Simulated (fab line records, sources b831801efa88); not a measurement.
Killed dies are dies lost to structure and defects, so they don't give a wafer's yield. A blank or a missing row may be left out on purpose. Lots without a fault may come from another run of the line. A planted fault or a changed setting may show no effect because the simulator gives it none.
Which tool did it? | flow sky130 | 24 lots, 72 wafers sampled, at 6 steps of a route of 708

WHAT THE GAUGES READ, wafer by wafer
SKY_FIELD_ISO_THK_MEAS_04. Usual: FIELD_ISO_CVD_03_THK 165.3 nm, standard deviation 2.
lot  | measured    | on            | FIELD_ISO_CVD_03_THK (nm) | flag
L074 | day 1 15:28 | film_metro-04 | 163.2 164.8 164.9         |
L075 | day 1 18:32 | film_metro-03 | 166.6 164.7 167.7         |
L076 | day 1 23:30 | film_metro-03 | 165.7 166.1 165.2         |
L077 | day 2 04:48 | film_metro-03 | 165.4 166.1 166.6         |
L078 | day 2 11:01 | film_metro-03 | 163.7 162.6 162.9         |
L079 | day 2 16:01 | film_metro-01 | 162.9 164.2 161.9         |
L080 | day 2 21:10 | film_metro-03 | 165.8 165.7 167.1         |
L081 | day 3 02:00 | film_metro-03 | 163.3 164.5 164.1         |
L082 | day 3 05:29 | film_metro-03 | 169.6 168.3 168.8         |
L083 | day 3 11:35 | film_metro-03 | 165.4 166.9 163.9         |
L084 | day 3 16:59 | film_metro-04 | 166.7 166.8 165.3         |
L085 | day 3 21:16 | film_metro-03 | 166.7 166.8 166.9         |
L086 | day 4 01:29 | film_metro-03 | 166.2 167.0 167.2         |
L087 | day 4 06:30 | film_metro-03 | 166.8 167.7 166.0         |
L088 | day 4 15:10 | film_metro-03 | 165.2 164.0 164.7         |
L089 | day 4 17:42 | film_metro-04 | 167.2 167.5 167.5         |
L090 | day 5 00:08 | film_metro-04 | 165.6 165.5 166.4         |
L091 | day 5 03:38 | film_metro-03 | 166.6 167.1 168.4         |
L092 | day 5 09:03 | film_metro-04 | 163.7 162.3 162.1         |
L093 | day 5 12:37 | film_metro-01 | 164.6 162.9 165.4         |
L094 | day 5 22:52 | film_metro-03 | 161.6 162.6 162.4         |
L095 | day 6 05:34 | film_metro-04 | 167.3 165.3 165.0         |
L096 | day 6 05:35 | film_metro-01 | 163.0 162.6 161.6         |
L097 | day 6 16:14 | film_metro-03 | 164.1 164.4 162.5         |

SKY_VT_ADJUST_NCORE_TW_MEAS_11. Usual: VT_ADJUST_NCORE_TW 218.4, standard deviation 1.2.
lot  | measured     | on            | VT_ADJUST_NCORE_TW | flag
L074 | day 8 15:36  | film_metro-03 | 215.7 216.8 217.0  |
L075 | day 8 17:35  | film_metro-03 | 217.1 215.2 216.0  |
L076 | day 9 02:08  | film_metro-01 | 218.3 220.1 219.3  |
L077 | day 9 08:15  | film_metro-03 | 218.0 218.2 217.5  |
L078 | day 9 17:58  | film_metro-03 | 217.3 217.4 217.9  |
L079 | day 10 01:46 | film_metro-04 | 219.9 219.9 221.2  |
L080 | day 10 08:01 | film_metro-01 | 218.5 219.4 218.4  |
L081 | day 10 18:02 | film_metro-03 | 217.7 218.1 218.0  |
L082 | day 10 19:18 | film_metro-01 | 218.7 219.4 219.7  |
L083 | day 11 01:37 | film_metro-03 | 218.0 217.4 216.9  |
L084 | day 11 13:01 | film_metro-04 | 218.9 220.1 219.2  |
L085 | day 11 20:10 | film_metro-03 | 216.3 217.7 216.5  |
L086 | day 12 09:10 | film_metro-01 | 218.1 218.7 218.0  |
L087 | day 12 03:02 | film_metro-01 | 218.2 219.1 219.8  |
L088 | day 12 20:29 | film_metro-01 | 217.0 219.3 218.8  |
L089 | day 13 01:47 | film_metro-01 | 219.3 219.4 218.9  |
L090 | day 14 06:46 | film_metro-03 | 218.1 217.9 218.4  |
L091 | day 14 03:01 | film_metro-04 | 219.7 220.2 219.9  |
L092 | day 14 12:11 | film_metro-01 | 218.4 220.2 218.8  |
L093 | day 14 12:06 | film_metro-03 | 217.5 218.5 217.4  |
L094 | day 14 17:55 | film_metro-04 | 218.8 218.6 218.9  |
L095 | day 15 00:02 | film_metro-03 | 216.6 217.1 216.8  |
L096 | day 15 01:55 | film_metro-03 | 217.5 218.0 218.2  |
L097 | day 15 18:22 | film_metro-03 | 218.4 218.6 218.4  |

SKY_SPACER_THK_MEAS_01. Usual: SPACER_CVD_00_THK 43.1 nm, standard deviation 0.42.
lot  | measured     | on            | SPACER_CVD_00_THK (nm) | flag
L074 | day 23 02:25 | film_metro-04 | 43.1 42.6 42.9         |
L075 | day 23 01:13 | film_metro-04 | 42.8 42.8 43.1         |
L076 | day 23 15:23 | film_metro-04 | 43.2 43.1 43.5         |
L077 | day 23 23:08 | film_metro-01 | 43.2 43.4 42.8         |
L078 | day 24 11:03 | film_metro-04 | 43.5 43.5 43.3         |
L079 | day 24 20:26 | film_metro-04 | 43.6 44.0 44.0         |
L080 | day 25 04:08 | film_metro-04 | 43.6 43.4 43.5         |
L081 | day 25 16:39 | film_metro-04 | 44.1 43.7 43.8         |
L082 | day 25 14:05 | film_metro-01 | 43.4 43.3 43.2         |
L083 | day 26 05:43 | film_metro-02 | 43.6 43.2 43.3         |
L084 | day 26 16:52 | film_metro-01 | 42.4 42.6 42.5         |
L085 | day 27 00:11 | film_metro-02 | 42.8 42.8 43.2         |
L086 | day 28 00:22 | film_metro-01 | 42.7 43.3 43.1         |
L087 | day 27 10:44 | film_metro-04 | 42.8 42.7 43.0         |
L088 | day 28 02:25 | film_metro-04 | 43.0 43.1 42.6         |
L089 | day 28 09:55 | film_metro-04 | 42.2 42.6 42.4         |
L090 | day 29 21:15 | film_metro-01 | 43.3 43.1 43.1         |
L091 | day 29 14:28 | film_metro-01 | 42.9 42.5 42.7         |
L092 | day 30 07:21 | film_metro-01 | 42.8 42.9 43.4         |
L093 | day 30 00:50 | film_metro-01 | 43.2 43.5 43.4         |
L094 | day 30 05:05 | film_metro-01 | 42.7 42.6 42.7         |
L095 | day 30 12:37 | film_metro-04 | 43.0 43.3 43.2         |
L096 | day 30 19:20 | film_metro-04 | 43.1 42.8 42.8         |
L097 | day 31 06:14 | film_metro-02 | 42.9 42.7 43.0         |

SKY_CONTACT_CD_MEAS_14: target cd 170 nm. Usual: cd_nm 170.1 nm, standard deviation 1.3.
lot  | measured     | on        | cd_nm (nm)        | flag
L074 | day 31 18:23 | cd_sem-02 | 169.8 168.7 168.6 |
L075 | day 31 18:03 | cd_sem-02 | 167.8 168.1 168.6 |
L076 | day 32 04:50 | cd_sem-02 | 171.2 170.7 171.3 |
L077 | day 32 13:35 | cd_sem-01 | 172.0 171.2 171.2 |
L078 | day 33 00:00 | cd_sem-01 | 168.9 170.2 170.1 |
L079 | day 33 04:56 | cd_sem-02 | 171.0 171.1 171.0 |
L080 | day 33 14:58 | cd_sem-01 | 172.9 169.8 170.2 |
L081 | day 34 02:17 | cd_sem-02 | 172.1 171.0 171.7 |
L082 | day 33 22:46 | cd_sem-02 | 169.4 170.5 168.7 |
L083 | day 34 13:16 | cd_sem-01 | 167.4 166.2 166.6 |
L084 | day 34 21:38 | cd_sem-02 | 168.9 169.4 169.7 |
L085 | day 35 06:13 | cd_sem-02 | 170.9 168.4 168.7 |
L086 | day 36 01:58 | cd_sem-02 | 169.3 170.1 169.3 |
L087 | day 35 13:57 | cd_sem-02 | 169.3 171.2 171.8 |
L088 | day 36 05:11 | cd_sem-01 | 170.0 170.6 170.0 |
L089 | day 36 11:39 | cd_sem-01 | 168.7 171.3 172.4 |
L090 | day 37 17:25 | cd_sem-01 | 171.8 170.7 170.4 |
L091 | day 37 14:49 | cd_sem-02 | 170.2 169.6 171.3 |
L092 | day 38 05:47 | cd_sem-02 | 170.6 169.2 169.9 |
L093 | day 37 21:49 | cd_sem-02 | 170.7 170.7 168.9 |
L094 | day 38 03:15 | cd_sem-01 | 168.8 168.4 168.2 |
L095 | day 38 09:40 | cd_sem-01 | 169.0 169.7 170.5 |
L096 | day 38 16:37 | cd_sem-01 | 171.0 171.4 172.1 |
L097 | day 39 01:05 | cd_sem-01 | 171.1 169.8 169.0 |

SKY_CAPM_OVL_MEAS_12. Usual: CAPM_OVL 0.7 nm, standard deviation 1.3.
lot  | measured     | on         | CAPM_OVL (nm)  | flag
L074 | day 37 14:51 | overlay-02 | 0.7 1.1 1.2    |
L075 | day 37 14:38 | overlay-01 | -1.8 -0.3 0.0  |
L076 | day 37 22:43 | overlay-01 | 1.9 2.2 1.8    |
L077 | day 38 07:20 | overlay-01 | 1.7 -1.8 1.2   |
L078 | day 38 18:35 | overlay-02 | 0.3 0.2 0.8    |
L079 | day 38 21:07 | overlay-02 | 3.2 1.9 0.5    |
L080 | day 39 06:44 | overlay-02 | 0.3 1.0 -0.4   |
L081 | day 39 18:26 | overlay-01 | 2.2 1.0 1.1    |
L082 | day 39 15:46 | overlay-01 | -0.4 -0.7 0.4  |
L083 | day 40 05:58 | overlay-01 | 0.2 0.1 2.1    |
L084 | day 40 12:36 | overlay-01 | 2.4 2.2 2.7    |
L085 | day 40 20:54 | overlay-02 | -0.6 -0.8 -0.6 |
L086 | day 41 14:59 | overlay-01 | 4.3 1.0 2.0    |
L087 | day 41 03:04 | overlay-01 | -0.4 0.1 0.2   |
L088 | day 41 18:52 | overlay-02 | 1.4 1.7 1.9    |
L089 | day 42 00:41 | overlay-01 | 0.4 2.0 0.4    |
L090 | day 43 03:12 | overlay-01 | -0.1 1.1 1.6   |
L091 | day 43 02:13 | overlay-02 | 0.6 -1.0 2.5   |
L092 | day 43 13:43 | overlay-01 | 2.0 1.1 1.7    |
L093 | day 43 06:17 | overlay-02 | 0.2 0.4 0.6    |
L094 | day 43 10:28 | overlay-01 | 1.5 1.1 2.2    |
L095 | day 43 16:28 | overlay-02 | -2.1 -0.1 -0.6 |
L096 | day 44 01:00 | overlay-01 | -1.7 -1.5 0.5  |
L097 | day 44 07:15 | overlay-02 | -0.1 -2.2 -0.9 |

WHICH TOOL RAN EACH LOT (tool, then ch and the chambers of the sampled wafers, then the start)
lot  | SKY_DNWELL_STRIP_08
L074 | plasma_asher-01 ch 0,1, day 3 06:46
L075 | plasma_asher-01 ch 0, day 3 09:45
L076 | plasma_asher-03 ch 0,1, day 3 14:53
L077 | plasma_asher-04 ch 0,1, day 3 20:30
L078 | plasma_asher-04 ch 0,1, day 4 03:21
L079 | plasma_asher-04 ch 0,1, day 4 09:38
L080 | plasma_asher-01 ch 0,1, day 4 13:31
L081 | plasma_asher-04 ch 0,1, day 4 19:57
L082 | plasma_asher-03 ch 0,1, day 4 22:31
L083 | plasma_asher-04 ch 0,1, day 5 04:57
L084 | plasma_asher-01 ch 0,1, day 5 11:22
L085 | plasma_asher-03 ch 0,1, day 5 16:16
L086 | plasma_asher-03 ch 0,1, day 5 21:12
L087 | plasma_asher-04 ch 0,1, day 5 22:48
L088 | plasma_asher-03 ch 0,1, day 6 09:53
L089 | plasma_asher-03 ch 0,1, day 6 14:07
L090 | plasma_asher-03 ch 0,1, day 7 11:44
L091 | plasma_asher-01 ch 0,1, day 7 11:42
L092 | plasma_asher-01 ch 0,1, day 7 17:17
L093 | plasma_asher-04 ch 0,1, day 7 16:58
L094 | plasma_asher-01 ch 0,1, day 7 21:41
L095 | plasma_asher-03 ch 0,1, day 8 01:00
L096 | plasma_asher-04 ch 1, day 8 03:24
L097 | plasma_asher-03 ch 0,1, day 8 15:32
- SKY_DNWELL_STRIP_08: strips in O2/N2.

WHAT THE TOOLS THEMSELVES READ (means of the sampled wafers that have a number; where no wafer has one, the mark that the record gives instead)
SKY_DNWELL_STRIP_08. Usual: chamber_pressure_mTorr 1500.1 mTorr, standard deviation 1.4; drypump_motor_current_A 5.54 A, standard deviation 0.24; oes_product_au 0.722 a.u., standard deviation 0.0044; strip_time_to_endpoint_s 36.89 s, standard deviation 0.1.
lot  | tool            | chamber_pressure_mTorr (mTorr) | drypump_motor_current_A (A) | oes_product_au (a.u.) | strip_time_to_endpoint_s (s) | flag
L074 | plasma_asher-01 | 1500.8                         | 5.34                        | 0.721                 | 36.83                        |
L075 | plasma_asher-01 | 1500.0                         | 5.48                        | 0.718                 | 36.78                        |
L076 | plasma_asher-03 | 1499.8                         | 5.62                        | 0.723                 | 36.88                        |
L077 | plasma_asher-04 | 1500.1                         | 5.50                        | 0.721                 | 37.03                        |
L078 | plasma_asher-04 | 1500.5                         | 5.48                        | 0.720                 | 36.81                        |
L079 | plasma_asher-04 | 1500.1                         | 5.49                        | 0.720                 | 36.92                        |
L080 | plasma_asher-01 | 1499.1                         | 5.30                        | 0.722                 | 36.89                        |
L081 | plasma_asher-04 | 1500.6                         | 5.60                        | 0.722                 | 37.06                        |
L082 | plasma_asher-03 | 1499.7                         | 5.61                        | 0.724                 | 36.98                        |
L083 | plasma_asher-04 | 1501.1                         | 5.48                        | 0.725                 | 36.85                        |
L084 | plasma_asher-01 | 1499.8                         | 5.37                        | 0.725                 | 36.92                        |
L085 | plasma_asher-03 | 1500.4                         | 5.78                        | 0.722                 | 36.85                        |
L086 | plasma_asher-03 | 1500.5                         | 5.79                        | 0.717                 | 36.81                        |
L087 | plasma_asher-04 | 1501.0                         | 5.47                        | 0.723                 | 36.80                        |
L088 | plasma_asher-03 | 1500.1                         | 5.78                        | 0.721                 | 36.98                        |
L089 | plasma_asher-03 | 1499.3                         | 5.80                        | 0.726                 | 36.75                        |
L090 | plasma_asher-03 | 1500.6                         | 5.78                        | 0.723                 | 36.89                        |
L091 | plasma_asher-01 | 1501.0                         | 5.40                        | 0.721                 | 36.80                        |
L092 | plasma_asher-01 | 1500.5                         | 5.38                        | 0.719                 | 36.91                        |
L093 | plasma_asher-04 | 1498.1                         | 5.49                        | 0.723                 | 37.02                        |
L094 | plasma_asher-01 | 1500.5                         | 5.40                        | 0.723                 | 37.00                        |
L095 | plasma_asher-03 | 1500.6                         | 5.62                        | 0.723                 | 36.79                        |
L096 | plasma_asher-04 | 1500.6                         | 5.40                        | 0.723                 | 36.90                        |
L097 | plasma_asher-03 | 1499.9                         | 5.79                        | 0.722                 | 36.91                        |

THE ANSWER, worked out from the rows above alone
Rule: a lot is off if the mean of its wafers that have a number lies more than 3 standard deviations from the usual mean. A lot without any number at a reading at which 4 lots or more have one is off too. The other lots that the step has rows for count as sound. The gauges are gone through in route order, then the tools' own readings, and for those a lot's mean is taken as printed above. The first step at which some lot is off is used, and at that step the reading that is off furthest; a lot without a number counts as furthest.
No lot is off at any reading shown: from this, nothing can be told.

WHAT THE SIMULATOR HAD PUT IN
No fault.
